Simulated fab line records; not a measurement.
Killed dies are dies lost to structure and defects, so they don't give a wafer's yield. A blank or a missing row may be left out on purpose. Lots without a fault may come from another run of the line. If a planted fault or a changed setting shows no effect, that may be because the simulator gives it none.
The same fault as seen by 2 desks / flow sky130 / numbers are kept per desk, each desk with only its own; the story behind them comes last

## METROLOGY DESK
Means of the sampled wafers that have a number, per lot and without regard to the tool the lot ran on: this is what the gauges read. If a lot's mean is further than 4 standard deviations from the usual mean, the lot is out of limits and carries the mark OUT (the distance appears in the brackets).
Columns: A = NWELL_2_TW at SKY_NWELL_TW_MEAS_26, usual 500; B = VT_ADJUST_HVTP_OVL at SKY_VT_ADJUST_HVTP_OVL_MEAS_08, usual 1.1 nm
lot=L651; first seen here=day 6 01:03; A=502; B=0.6
lot=L653; first seen here=day 6 02:31; A=501; B=0.7
lot=L656; first seen here=day 6 18:03; A=501; B=1.8
lot=L657; first seen here=day 7 02:32; A=504; B=2.0
lot=L658; first seen here=day 7 09:45; A=506; B=2.6
lot=L664; first seen here=day 8 20:36; A=496; B=4.6
lot=L665; first seen here=day 9 02:04; A=503; B=1.0
lot=L666; first seen here=day 9 15:48; A=502; B=-1.7
lot=L668; first seen here=day 9 21:15; A=504; B=1.0
lot=L669; first seen here=day 10 03:12; A=505; B=1.3
lot=L672; first seen here=day 11 03:20; A=497; B=0.2
lot=L673; first seen here=day 11 10:42; A=499; B=0.8
Finding of this desk: none of the 12 lots has anything out of limits.

## THE TOOL OWNER'S DESK: litho-track-02
The tool's own readings at SKY_DNWELL_COAT_02 (resist thk 3000 nm): means of the sampled wafers that have a number, for each lot that ran on this tool. If a lot's mean is further than 4 standard deviations from the usual mean, the lot is out of limits and carries the mark OUT (the distance appears in the brackets).
Columns: A = spin-speed-rpm at SKY_DNWELL_COAT_02, usual 2000.2 rpm
lot=L651; first seen here=day 3 13:04; A=1999.6
lot=L653; first seen here=day 3 13:47; A=2000.5
lot=L657; first seen here=day 4 11:22; A=1999.0
lot=L658; first seen here=day 4 16:49; A=1998.2
lot=L665; first seen here=day 6 03:29; A=1911.6 (-68) OUT
lot=L666; first seen here=day 6 15:19; A=1911.8 (-68) OUT
This desk's finding: out of limits on L665, L666; first on L665, day 6 03:29 (spin-speed-rpm at SKY_DNWELL_COAT_02). In limits: L651, L653, L657, L658.

## BROUGHT TOGETHER
On L665, L666, at day 6 03:29, an alarm was possible from the tool owner's desk.
Metrology desk: nothing out of limits seen.
The metrology desk has L665, L666 on record, within its limits.
SKY_DNWELL_COAT_02 was run on litho-track-02 by each of the lots named.

## WHAT THE SIMULATOR HAD PUT IN
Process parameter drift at SKY_DNWELL_COAT_02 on litho-track-02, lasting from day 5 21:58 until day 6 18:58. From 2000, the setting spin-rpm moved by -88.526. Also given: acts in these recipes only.
Shown lots that were struck: L665, L666.
Delay in hours, fault start to first out-of-limits reading, by desk: the tool owner's desk at 6.
